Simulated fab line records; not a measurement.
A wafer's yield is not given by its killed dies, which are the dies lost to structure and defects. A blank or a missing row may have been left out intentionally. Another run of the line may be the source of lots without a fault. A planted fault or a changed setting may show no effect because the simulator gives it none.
Which tool is to blame?    flow sfq-line    Sampling: 6 lots, 18 wafers, 4 of 325 route steps

## WHAT THE GAUGES SHOWED, per wafer
SFQ_JJ_RS_MEAS_929: the measuring method here is four-point-probe.
lot   measured      on             JJ_NB_RS (ohm/sq)
L769  day 49 07:23  film-metro-03  1.053 1.045 1.041
L771  day 49 09:46  film-metro-04  1.053 1.054 1.059
L777  day 56 18:40  film-metro-04  1.042 1.036 1.045
L782  day 58 07:37  film-metro-04  1.059 1.062 1.055
L784  day 61 10:36  film-metro-01  1.059 1.041 1.055
L786  day 61 14:56  film-metro-03  1.066 1.076 1.065

## TOOL THAT RAN EACH LOT (tool first, then ch and the chambers of the sampled wafers, then the start)
lot   SFQ_TRILAYER_M4_STRIP_STRIP_097    SFQ_TRILAYER_I4_VIA_ETCH_VIA_ETCH_106  SFQ_TRILAYER_JJ_TRILAYER_DEP_SPUTTER_112
L769  rie-metal-02 ch 0,1, day 47 15:07  rie-diel-01 ch 0,1,3, day 49 05:14     pvd-sputter-04, day 49 07:14
L771  rie-metal-03 ch 0,1, day 47 22:00  rie-diel-03 ch 1,2,3, day 49 07:38     pvd-sputter-04, day 49 09:41
L777  rie-metal-04 ch 0,1, day 55 17:48  rie-diel-02 ch 0,1,2, day 56 16:33     pvd-sputter-06, day 56 18:34
L782  rie-metal-02 ch 0,1, day 56 09:43  rie-diel-02 ch 1,2, day 58 05:28       pvd-sputter-06, day 58 07:28
L784  rie-metal-04 ch 0,1, day 60 22:45  rie-diel-01 ch 0,1, day 61 08:27       pvd-sputter-03, day 61 10:28
L786  rie-metal-03 ch 0,1, day 61 03:29  rie-diel-02 ch 0,2,3, day 61 12:50     pvd-sputter-04, day 61 14:51
- SFQ_TRILAYER_M4_STRIP_STRIP_097: strips in O2.
- SFQ_TRILAYER_I4_VIA_ETCH_VIA_ETCH_106: etches SiO2 in CHF3, stops on Nb, target depth 260 nm.
- SFQ_TRILAYER_JJ_TRILAYER_DEP_SPUTTER_112: material Nb, target thk 170 nm, time 113.3 s.

## THE ANSWER, worked out from the rows above alone
Rule: the usual values come from the lots themselves. Put in order of their means at a reading, lots are off if they are a third of the lots or fewer, leave a main group of 4 or more, and stand apart from it by a gap of 3 or more times the standard deviation of the main group's means; of several such gaps the widest counts. Not used: any main group whose means are identical at the precision the tables above print for the reading. A lot without any number at a reading at which 4 lots or more have one is off too. All remaining lots with rows at the step are treated as sound.
Across all readings shown, no lot is off: no conclusion can be drawn from this.

## WHAT THE SIMULATOR PUT IN
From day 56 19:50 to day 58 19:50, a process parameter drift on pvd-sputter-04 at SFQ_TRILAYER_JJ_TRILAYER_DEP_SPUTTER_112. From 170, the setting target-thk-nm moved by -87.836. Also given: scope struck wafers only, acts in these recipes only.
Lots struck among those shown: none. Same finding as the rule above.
